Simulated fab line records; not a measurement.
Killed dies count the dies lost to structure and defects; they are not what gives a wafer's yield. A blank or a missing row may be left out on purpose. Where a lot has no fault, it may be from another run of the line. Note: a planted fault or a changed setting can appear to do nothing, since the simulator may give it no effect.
A struck lot beside a sound one / flow sky130 / 15 steps out of a route of 708
Sound: wafers L522.2, L522.3, L522.5. Wafers struck: L528.2, L528.3, L528.5. At the end, the cause is stated.
Order at every step that has rows: each side's tool, ch and its chambers, its first start. Under that, the readings that differ: sound wafers / struck wafers / difference of the means / sigmas: that difference in standard deviations of wafers without a fault.
alike: words and numbers the same on both sides, and readings whose means are apart by under 2 such deviations; not compared: readings that were withheld, readings missing a value for some wafer, numbers with overlapping values and no deviation given by the record, and bounds like >300 which may hide the same value.
Wherever a step has rows on one side only, a row that says differs or no value, or a row with sigmas, the two part there. Numbers that have no deviation but don't overlap get no sigmas and don't part them. A reading missing from all wafers of one side parts the sides only when that side holds two or more wafers.

SKY_METAL3_STRIP_19: strips in O2/N2.
  sound on plasma-asher-01 ch 1, day 41 10:53; struck on plasma-asher-01 ch 0,1, day 43 06:52
  alike: drypump-motor-current-A, oes-product-au, strip-time-to-endpoint-s
  not compared: rf-hours-counter-h
then, 4 steps without rows for these wafers: SKY_METAL3_STRIP_20 (strips in post etch residue remover, time 1200 s); SKY_METAL3_CLEAN_21 (cleans in IPA, time 180 s); SKY_METAL3_CLEAN_22 (cleans in O3/DIW); SKY_VIA3_HDPCVD_00 (deposits SiO2, target thk 1635 nm, time 272.5 s).
SKY_VIA3_THK_MEAS_01:
  sound on film-metro-04 at day 41 11:44; struck on film-metro-03 at day 43 07:43
  alike: VIA3_HDPCVD_THK
SKY_VIA3_CMP_02: polishes SiO2.
  sound on cmp-01 ch 2,3, day 41 11:58; struck on cmp-02 ch 0,2,3, day 43 07:46
  alike: motor-current-A
SKY_VIA3_BOW_MEAS_03:
  sound on film-metro-02 at day 41 12:17; struck on film-metro-02 at day 43 08:05
  alike: VIA3_BOW
then, 4 steps without rows for these wafers: SKY_VIA3_DEHYDRATE_04 (time 60 s); SKY_VIA3_HMDS_05 (prime time 60 s); SKY_VIA3_COAT_06 (resist thk 60 nm); SKY_VIA3_COAT_07 (resist thk 450 nm).
SKY_VIA3_SOFTBAKE_08: time 90 s.
  sound on litho-track-01 ch 0, day 42 00:00; struck on litho-track-04 ch 0, day 43 19:00
reading=heater-power-total-W (W); sound=57.43 57.21 57.28; struck=59.05 58.84 58.90; difference=+1.62; sigmas=+14
reading=run-length-s (s); sound=118.65 118.97 118.70; struck=111.91 111.58 111.57; difference=-7.09; sigmas=-34
then, 1 step without rows for these wafers: SKY_VIA3_EXPOSE_09 (exposes mask VIM3, target cd 200 nm).
-- the record jumps here: 6 days lie between the struck wafers' starts before and after (it left off in module VIA3 and takes up again in module PAD_OPEN, whose first step shown is number 708 of the route) --
SKY_PAD_OPEN_PROBE_99:
  the record has rows for the struck wafers here (prober-01, day 49 17:13) and none for the sound ones

WHERE THEY PART
Earliest at SKY_VIA3_SOFTBAKE_08; latest, in this record, at SKY_PAD_OPEN_PROBE_99.

WHY: whatever the simulator had introduced
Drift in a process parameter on litho-track-04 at SKY_VIA3_SOFTBAKE_08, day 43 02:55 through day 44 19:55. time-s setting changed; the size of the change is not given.
